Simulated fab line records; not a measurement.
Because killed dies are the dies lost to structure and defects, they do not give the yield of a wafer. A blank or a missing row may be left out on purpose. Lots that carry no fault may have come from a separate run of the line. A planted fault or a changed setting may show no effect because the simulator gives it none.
Comparing a struck lot with a sound one / flow gf180mcu / 14 steps out of a route of 602
Sound: these wafers, L375.1, L375.3, L375.5. The struck wafers were L394.2, L394.5. The cause comes at the end.
Each step with rows lists, per side, the tool, then ch with its chambers, then its first start. Under that, the readings that differ: sound wafers / struck wafers / difference of the means / sigmas: that difference in standard deviations of wafers without a fault.
alike: a reading whose means differ by less than 2 such deviations, as well as words and numbers matching on both sides. not compared: withheld readings; readings where some wafer has no value; bounds like >300 that might hide an equal value; numbers whose values overlap and for which the record gives no deviation.
A row with sigmas, a row that says differs or no value, or rows on one side alone: a step with any of these is where the two part. Non-overlapping numbers with no deviation appear without sigmas and do not part them. Lack of a reading on every wafer of one side parts them only where that side has two or more wafers.

first, 4 steps without rows for these wafers: GF_MIM_SOFTBAKE_15 (time 60 s); GF_MIM_EXPOSE_16 (exposes mask FuseTop, target cd 2000 nm); GF_MIM_PEB_17; GF_MIM_DEVELOP_18 (develop time 60 s).
GF_MIM_METAL_ETCH_19: etches the open film in Cl2/BCl3, stops on Si3N4, target depth 324.5 nm, time 54.1 s.
  sound on rie-metal-02 ch 0,1, day 25 08:38; struck on rie-metal-02 ch 0,1, day 31 04:20
  alike: drypump-motor-current-A, oes-product-au, throttle-valve-pct
  not compared: rf-hours-counter-h
GF_MIM_STRIP_20: strips in O2/N2.
  sound on plasma-asher-01 ch 0, day 25 08:42; struck on plasma-asher-03 ch 0,1, day 31 04:24
  alike: drypump-motor-current-A, heater-power-w, oes-product-au, platen-temp-c, strip-time-to-endpoint-s
  not compared: rf-hours-counter-h
then, 6 steps without rows for these wafers: GF_MIM_STRIP_21 (strips in post etch residue remover, time 1200 s); GF_MIM_CLEAN_22 (cleans in DIW); GF_M5_DEHYDRATE_00 (time 60 s); GF_M5_HMDS_01 (prime time 60 s); GF_M5_COAT_02 (resist thk 1000 nm); GF_M5_SOFTBAKE_03 (time 60 s).
GF_M5_EXPOSE_04: exposes mask Metal5, target cd 280 nm.
  struck on krf-scanner-01, day 31 13:58; sound on krf-scanner-02 ch 0, day 25 19:43
  no value came back on the struck wafers for exposure-dose-mJ-cm2, focus-offset-nm (nm); on the sound wafers exposure-dose-mJ-cm2 reads 28.047 28.016 28.001
  alike: mask
then, 1 step without rows for these wafers: GF_M5_PEB_05 (peb time 90 s).

== WHERE THEY PART ==
GF_M5_EXPOSE_04 only, going by this record.

WHY: what had been put in by the simulator
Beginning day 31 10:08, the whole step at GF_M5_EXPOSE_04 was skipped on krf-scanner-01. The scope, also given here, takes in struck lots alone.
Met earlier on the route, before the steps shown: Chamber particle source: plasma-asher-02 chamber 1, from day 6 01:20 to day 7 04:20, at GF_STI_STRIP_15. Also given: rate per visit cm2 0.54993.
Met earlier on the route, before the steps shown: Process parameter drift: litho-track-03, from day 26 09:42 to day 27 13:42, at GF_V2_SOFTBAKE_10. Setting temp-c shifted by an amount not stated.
